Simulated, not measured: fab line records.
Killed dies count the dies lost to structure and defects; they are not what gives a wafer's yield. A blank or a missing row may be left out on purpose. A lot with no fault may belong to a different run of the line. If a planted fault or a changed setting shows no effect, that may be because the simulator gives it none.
fab line records -- flow sky130
record: lots: 13, wafers: 39, lastDay: 50
route steps=708 shown CAP2M@606 METAL4@630 METAL5@662 PAD_OPEN@708
lots with no fault: from the same line, run without faults
startH: hours from the record's first day to the start of the lot's first wafer shown -- waitH: time in hours since the lot's previous step -- " unchanged from the row above -- L1.1+2: a row that stands for several wafers -- - value missing, or start not given -- * or withheld: withheld -- < > ~ a bound
route shown NAME@n: NAME is a module with steps in the file, n the number in the route of the first one -- usual: mean/standard deviation of fault-free wafers -- same: alike in all rows -- chamber/n: place in a boat -- sites: the reading at each site -- _std_site: their standard deviation -- _edge_site: outer sites' mean less inner sites' -- radiusMm: how far each site lies from the wafer's centre -- mask NAME#n: copy n -- behind: tool/chamber where the wafer was last shaped -- hold: what put the lot on hold/how long, in hours/how the hold closed -- device: names the non-switching transistor (n, p or np) -- end of line: the tests these same wafers got at the end of their route -- a step with no rows: only its recipe -- killed: dies that structure and defects cost at the first sort, which is not the same as the wafer's yield -- map: a wafer's dies, marking killed ones x, the rest . and places with no die _
set.NAME: setting as actually run; set.NAME@STEP: the setting as run at that earlier step -- model.NAME: the simulator's own value behind a step, which no gauge read
one table for each step of the route and one row for each wafer, over a sample of lots
services: a tool's chamber out of use, with start hour (startH, from the record's first day; less than 0 if before it), hours out, and reason
== steps ==
step: SKY_CAP2M_RS_MEAS_03
recipe: thkMeasGauge: four-point-probe, reads: TiN_of_CAP2M_SPUTTER_02
usual: CAP2M_TIN_RS: 6.90/0.093
lot.wafer,tool,chamber,startH,waitH,CAP2M_TIN_RS[ohm/sq]
L259.1,filmMetro-03,-,936.34,0.1,6.83
L259.3,filmMetro-03,-,936.34,0.1,6.73
L259.6,filmMetro-03,-,936.34,0.1,6.76
L260.1,filmMetro-01,-,942.34,0.1,6.76
L260.4,filmMetro-01,-,942.34,0.1,6.84
L260.5,filmMetro-01,-,942.34,0.1,6.73
L261.1,filmMetro-02,-,948.76,0.1,6.93
L261.2,filmMetro-02,-,948.76,0.1,6.87
L261.4,filmMetro-02,-,948.76,0.1,6.88
L262.1,filmMetro-01,-,961.92,0.1,6.88
L262.4,filmMetro-01,-,961.92,0.1,6.88
L262.6,filmMetro-01,-,961.92,0.1,6.94
L264.1,filmMetro-01,-,976.27,0.1,6.98
L264.4,filmMetro-01,-,976.27,0.1,6.83
L264.6,filmMetro-01,-,976.27,0.1,6.86
L266.1,filmMetro-03,-,987.86,0.1,6.78
L266.4,filmMetro-03,-,987.86,0.1,6.91
L266.5,filmMetro-03,-,987.86,0.1,6.90
L269.2,filmMetro-02,-,1009.61,0.1,6.85
L269.4,filmMetro-02,-,1009.61,0.1,6.98
L269.6,filmMetro-02,-,1009.61,0.1,7.07
L271.1,filmMetro-01,-,1021.97,0.1,6.93
L271.3,filmMetro-01,-,1021.97,0.1,7.05
L271.4,filmMetro-01,-,1021.97,0.1,7.01
L272.1,filmMetro-03,-,1023.44,0.1,7.00
L272.2,filmMetro-03,-,1023.44,0.1,6.99
L272.3,filmMetro-03,-,1023.44,0.1,7.01
L273.1,filmMetro-02,-,1033.06,0.1,6.85
L273.3,filmMetro-02,-,1033.06,0.1,6.91
L273.6,filmMetro-02,-,1033.06,0.1,6.87
L274.3,filmMetro-01,-,1044.63,0.1,6.82
L274.4,filmMetro-01,-,1044.63,0.1,6.84
L274.5,filmMetro-01,-,1044.63,0.1,6.76
L275.2,filmMetro-03,-,1052.11,0.1,6.76
L275.3,filmMetro-03,-,1052.11,0.1,6.77
L275.5,filmMetro-03,-,1052.11,0.1,6.69
L282.1,filmMetro-03,-,1087.74,0.1,6.77
L282.4,filmMetro-03,-,1087.74,0.1,6.90
L282.5,filmMetro-03,-,1087.74,0.1,6.84
step: SKY_CAP2M_OVL_MEAS_12
usual: CAP2M_OVL: -2.1/1.4
lot.wafer,tool,chamber,startH,waitH,CAP2M_OVL[nm]
L259.1,overlay-02,-,960.36,0.1,-0.6
L259.3,overlay-02,-,960.36,0.1,-0.8
L259.6,overlay-02,-,960.36,0.1,0.0
L260.1,overlay-02,-,966.40,0.1,-2.9
L260.4,overlay-02,-,966.40,0.1,-3.8
L260.5,overlay-02,-,966.40,0.1,-1.5
L261.1,overlay-02,-,971.91,0.1,-3.5
L261.2,overlay-02,-,971.91,0.1,0.3
L261.4,overlay-02,-,971.91,0.1,-2.4
L262.1,overlay-02,-,985.76,0.1,-3.7
L262.4,overlay-02,-,985.76,0.1,-3.0
L262.6,overlay-02,-,985.76,0.1,-3.6
L264.1,overlay-01,-,1000.21,0.1,-2.8
L264.4,overlay-01,-,1000.21,0.1,-0.6
L264.6,overlay-01,-,1000.21,0.1,-3.4
L266.1,overlay-01,-,1010.90,0.1,-3.8
L266.4,overlay-01,-,1010.90,0.1,-4.1
L266.5,overlay-01,-,1010.90,0.1,-4.2
L269.2,overlay-02,-,1031.01,0.1,-0.2
L269.4,overlay-02,-,1031.01,0.1,0.4
L269.6,overlay-02,-,1031.01,0.1,-1.4
L271.1,overlay-02,-,1044.48,0.1,-0.2
L271.3,overlay-02,-,1044.48,0.1,-1.6
L271.4,overlay-02,-,1044.48,0.1,-1.5
L272.1,overlay-02,-,1045.86,0.1,-2.1
L272.2,overlay-02,-,1045.86,0.1,-3.3
L272.3,overlay-02,-,1045.86,0.1,-1.7
L273.1,overlay-02,-,1054.56,0.1,-0.3
L273.3,overlay-02,-,1054.56,0.1,-0.5
L273.6,overlay-02,-,1054.56,0.1,1.0
L274.3,overlay-02,-,1065.84,0.1,-1.5
L274.4,overlay-02,-,1065.84,0.1,-2.2
L274.5,overlay-02,-,1065.84,0.1,-3.7
L275.2,overlay-01,-,1073.51,0.1,-3.1
L275.3,overlay-01,-,1073.51,0.1,-2.1
L275.5,overlay-01,-,1073.51,0.1,-1.6
L282.1,overlay-02,-,1108.08,0.1,-2.7
L282.4,overlay-02,-,1108.08,0.1,-3.1
L282.5,overlay-02,-,1108.08,0.1,-2.0
step: SKY_METAL4_OVL_MEAS_14
usual: METAL4_OVL: -1/5.1
lot.wafer,tool,chamber,startH,waitH,METAL4_OVL[nm]
L259.1,overlay-01,-,984.37,0.1,3
L259.3,overlay-01,-,984.37,0.1,-4
L259.6,overlay-01,-,984.37,0.1,5
L260.1,overlay-01,-,991.22,0.1,2
L260.4,overlay-01,-,991.22,0.1,4
L260.5,overlay-01,-,991.22,0.1,-1
L261.1,overlay-01,-,996.47,0.1,1
L261.2,overlay-01,-,996.47,0.1,4
L261.4,overlay-01,-,996.47,0.1,0
L262.1,overlay-02,-,1009.81,0.1,6
L262.4,overlay-02,-,1009.81,0.1,4
L262.6,overlay-02,-,1009.81,0.1,4
L264.1,overlay-02,-,1023.35,0.1,8
L264.4,overlay-02,-,1023.35,0.1,-4
L264.6,overlay-02,-,1023.35,0.1,-4
L266.1,overlay-02,-,1034.56,0.1,9
L266.4,overlay-02,-,1034.56,0.1,-7
L266.5,overlay-02,-,1034.56,0.1,1
L269.2,overlay-01,-,1053.83,0.1,0
L269.4,overlay-01,-,1053.83,0.1,-5
L269.6,overlay-01,-,1053.83,0.1,-3
L271.1,overlay-02,-,1066.40,0.1,2
L271.3,overlay-02,-,1066.40,0.1,-2
L271.4,overlay-02,-,1066.40,0.1,-6
L272.1,overlay-01,-,1068.52,0.1,3
L272.2,overlay-01,-,1068.52,0.1,6
L272.3,overlay-01,-,1068.52,0.1,1
L273.1,overlay-01,-,1076.20,0.1,-5
L273.3,overlay-01,-,1076.20,0.1,-1
L273.6,overlay-01,-,1076.20,0.1,2
L274.3,overlay-02,-,1087.97,0.1,-2
L274.4,overlay-02,-,1087.97,0.1,5
L274.5,overlay-02,-,1087.97,0.1,-1
L275.2,overlay-01,-,1095.73,0.1,3
L275.3,overlay-01,-,1095.73,0.1,1
L275.5,overlay-01,-,1095.73,0.1,-5
L282.1,overlay-01,-,1129.00,0.1,-1
L282.4,overlay-01,-,1129.00,0.1,4
L282.5,overlay-01,-,1129.00,0.1,1
step: SKY_METAL5_SPUTTER_01
recipe: material: TiN, targetThkNm: 20, powerW: 6500, timeS: 16.7, chamberPressurePa: 0.4
usual: cathodeDcPowerW: 6500.0/1.1, throttleValvePct: 29.5/1.1
lot.wafer,tool,chamber,startH,waitH,cathodeDcPowerW,throttleValvePct
L259.1,pvdSputter-04,-,1010.16,0.0,6500.1,30.7
L259.3,pvdSputter-04,-,1010.16,0.0,6499.5,30.1
L259.6,pvdSputter-04,-,1010.16,0.0,6500.6,27.6
L260.1,pvdSputter-02,-,1020.19,0.0,6500.1,29.7
L260.4,pvdSputter-02,-,1020.19,0.0,6499.8,30.0
L260.5,pvdSputter-02,-,1020.19,0.0,6501.6,27.6
L261.1,pvdSputter-03,-,1022.59,0.0,6499.1,30.2
L261.2,pvdSputter-03,-,1022.59,0.0,6502.0,30.0
L261.4,pvdSputter-03,-,1022.59,0.0,6498.7,30.1
L262.1,pvdSputter-03,-,1035.17,0.0,6499.7,30.3
L262.4,pvdSputter-03,-,1035.17,0.0,6500.4,29.1
L262.6,pvdSputter-03,-,1035.17,0.0,6501.9,29.9
L264.1,pvdSputter-03,-,1048.82,0.0,6498.9,30.1
L264.4,pvdSputter-03,-,1048.82,0.0,6499.6,28.8
L264.6,pvdSputter-03,-,1048.82,0.0,6499.6,28.9
L266.1,pvdSputter-04,-,1058.97,0.0,6500.8,29.9
L266.4,pvdSputter-04,-,1058.97,0.0,6502.1,28.0
L266.5,pvdSputter-04,-,1058.97,0.0,6499.9,30.8
L269.2,pvdSputter-02,-,1077.82,0.0,6500.5,27.4
L269.4,pvdSputter-02,-,1077.82,0.0,6500.3,31.1
L269.6,pvdSputter-02,-,1077.82,0.0,6499.6,30.9
L271.1,pvdSputter-04,-,1090.85,0.0,6499.5,31.2
L271.3,pvdSputter-04,-,1090.85,0.0,6501.8,30.1
L271.4,pvdSputter-04,-,1090.85,0.0,6501.6,29.1
L272.1,pvdSputter-02,-,1093.85,0.0,6498.9,29.5
L272.2,pvdSputter-02,-,1093.85,0.0,6501.2,27.8
L272.3,pvdSputter-02,-,1093.85,0.0,6501.9,29.5
L273.1,pvdSputter-02,-,1099.55,0.0,6501.4,31.2
L273.3,pvdSputter-02,-,1099.55,0.0,6497.5,29.7
L273.6,pvdSputter-02,-,1099.55,0.0,6501.8,30.9
L274.3,pvdSputter-04,-,1109.98,0.0,6499.1,30.8
L274.4,pvdSputter-04,-,1109.98,0.0,6500.4,27.5
L274.5,pvdSputter-04,-,1109.98,0.0,6500.7,30.3
L275.2,pvdSputter-04,-,1118.87,0.0,6501.4,29.9
L275.3,pvdSputter-04,-,1118.87,0.0,6499.8,29.2
L275.5,pvdSputter-04,-,1118.87,0.0,7257.7,30.9
L282.1,pvdSputter-03,-,1150.94,0.0,6503.8,30.3
L282.4,pvdSputter-03,-,1150.94,0.0,6498.9,30.0
L282.5,pvdSputter-03,-,1150.94,0.0,6499.3,30.0
step: SKY_PAD_OPEN_PROBE_99
usual: defectLimitedYield: 82.4/1.9, killed_at_M0_to_M3: 43/6.7, killed_at_M4_up: 3.1/1.9, killedAtContacts: 25/5, killedAtFrontEnd: 15/4, killedAtOther: 0.4/0.69, killedDies: 87/9.2, killedOpen: 46/7.1, killedShort: 40/6.8, sort_bin_3_pad_short: 0.9/0.48, sort_bin_5_function: 10.3/1.5, sort_bin_6_memory: 6.4/1.2, sortNPass: 405/9.2, sortYieldPct: 82.4/1.9
same: grossDies: 492, killedAtBackSide: 0, sort_bin_4_leakage[%]: 0, sort_bin_8_speed[%]: 0
lot.wafer,tool,chamber,startH,waitH,defectLimitedYield[%],killed_at_M0_to_M3,killed_at_M4_up,killedAtContacts,killedAtFrontEnd,killedAtOther,killedDies,killedOpen,killedShort,sort_bin_3_pad_short[%],sort_bin_5_function[%],sort_bin_6_memory[%],sortNPass,sortYieldPct[%]
L269.2,prober-01,-,1141.37,0.1,82.5,38,9,20,19,0,86,47,37,0.8,10.0,6.7,406,82.5
L269.4,prober-01,-,1141.47,0.2,79.9,59,4,22,14,0,99,54,44,1.8,11.4,6.9,393,79.9
L269.6,prober-01,-,1141.57,0.2,82.3,43,0,29,15,0,87,52,34,0.6,11.0,6.1,405,82.3
L274.3,prober-02,-,1168.77,0.2,81.7,50,4,16,19,1,90,44,44,0.2,10.8,7.3,402,81.7
L274.4,prober-02,-,1168.82,0.2,80.7,55,4,20,15,1,95,58,36,0.6,10.8,7.9,397,80.7
L274.5,prober-02,-,1168.87,0.2,84.1,42,2,26,8,0,78,43,33,0.6,8.1,7.1,414,84.1
L275.2,prober-02,-,1177.12,0.1,83.7,38,2,29,11,0,80,47,32,0.4,11.0,4.9,412,83.7
L275.3,prober-02,-,1177.17,0.2,84.3,40,2,21,14,0,77,42,35,0.2,8.9,6.5,415,84.3
L275.5,prober-02,-,1177.27,0.2,79.7,51,4,26,18,1,100,50,48,1.8,11.2,7.3,392,79.7
killed by level:class
L269.2 VIA1:geometricParticle:open=10 VIA3:geometricParticle:open=8 CONTACT:geometricParticle:open=6 POLY_GATE:geometricParticle:short=5 VIA1:geometricParticle:short=5 METAL2:geometricParticle:short=5 FIELD_ISO:geometricParticle:short=4 POLY_GATE:geometricParticle:open=4
L269.4 VIA1:geometricParticle:open=14 VIA3:geometricParticle:open=10 METAL1:geometricParticle:short=8 LI_CONTACT:geometricParticle:open=7 CONTACT:geometricParticle:open=7 METAL2:geometricParticle:short=7 VIA3:geometricParticle:short=6 FIELD_ISO:geometricParticle:open=4
L269.6 CONTACT:geometricParticle:open=12 VIA1:geometricParticle:open=8 VIA3:geometricParticle:open=8 METAL2:geometricParticle:short=7 LI_CONTACT:geometricParticle:open=6 VIA2:geometricParticle:open=6 POLY_GATE:geometricParticle:open=5 CONTACT:geometricParticle:short=5
L274.3 VIA1:geometricParticle:open=10 VIA3:geometricParticle:open=7 METAL1:geometricParticle:short=6 VIA2:geometricParticle:open=6 FIELD_ISO:geometricParticle:open=5 METAL2:geometricParticle:short=5 VIA1:geometricParticle:short=5 FIELD_ISO:geometricParticle:short=4
L274.4 VIA1:geometricParticle:open=18 VIA2:geometricParticle:open=6 METAL1:geometricParticle:short=6 VIA3:geometricParticle:open=6 POLY_GATE:geometricParticle:open=5 LOCAL_INTERCONNECT:geometricParticle:short=5 METAL2:geometricParticle:short=5 LI_CONTACT:geometricParticle:open=4
L274.5 VIA1:geometricParticle:open=12 CONTACT:geometricParticle:open=9 VIA2:geometricParticle:open=9 VIA1:geometricParticle:short=6 LOCAL_INTERCONNECT:geometricParticle:short=5 LI_CONTACT:geometricParticle:short=4 METAL1:geometricParticle:short=4 VIA2:geometricParticle:short=4
L275.2 CONTACT:geometricParticle:open=13 VIA1:geometricParticle:open=9 LI_CONTACT:geometricParticle:open=7 VIA3:geometricParticle:open=7 LI_CONTACT:geometricParticle:short=5 VIA2:geometricParticle:open=5 METAL2:geometricParticle:short=4 METAL3:geometricParticle:short=4
L275.3 VIA1:geometricParticle:open=10 VIA2:geometricParticle:open=7 LI_CONTACT:geometricParticle:open=6 FIELD_ISO:geometricParticle:open=5 LI_CONTACT:geometricParticle:short=5 CONTACT:geometricParticle:open=5 CONTACT:geometricParticle:short=5 METAL2:geometricParticle:short=5
L275.5 LI_CONTACT:geometricParticle:open=11 METAL2:geometricParticle:short=10 VIA1:geometricParticle:open=10 VIA3:geometricParticle:open=9 VIA3:geometricParticle:short=6 CONTACT:geometricParticle:open=6 FIELD_ISO:geometricParticle:short=5 LOCAL_INTERCONNECT:geometricParticle:short=5
== services ==
tool,chamber,startH,hours,kind
pvdSputter-02,-,1007.90,8.5,repair
pvdSputter-03,-,1109.79,8.8,repair
== key ==
firstSign: step: SKY_METAL5_SPUTTER_01, reading: cathodeDcPowerW, direction: up, sigmas: 99+, usual: 6500.0, struck: 7257.7
effect none on later readings
metAt SKY_METAL5_SPUTTER_01
struckLots L275
struckWafers L275.5
notActingAt SKY_CAP2M_RS_MEAS_03,SKY_CAP2M_OVL_MEAS_12,SKY_METAL4_OVL_MEAS_14
onsetBetween 1109.98 1118.87
fault: kind: processParameterDrift, tool: pvdSputter-04, chamber: -, onsetH: 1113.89, steps: SKY_METAL5_SPUTTER_01, channel: powerW, offset: *, shape: step, endH: 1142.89, actsIn: *, stated: *, scope: struckWafersOnly
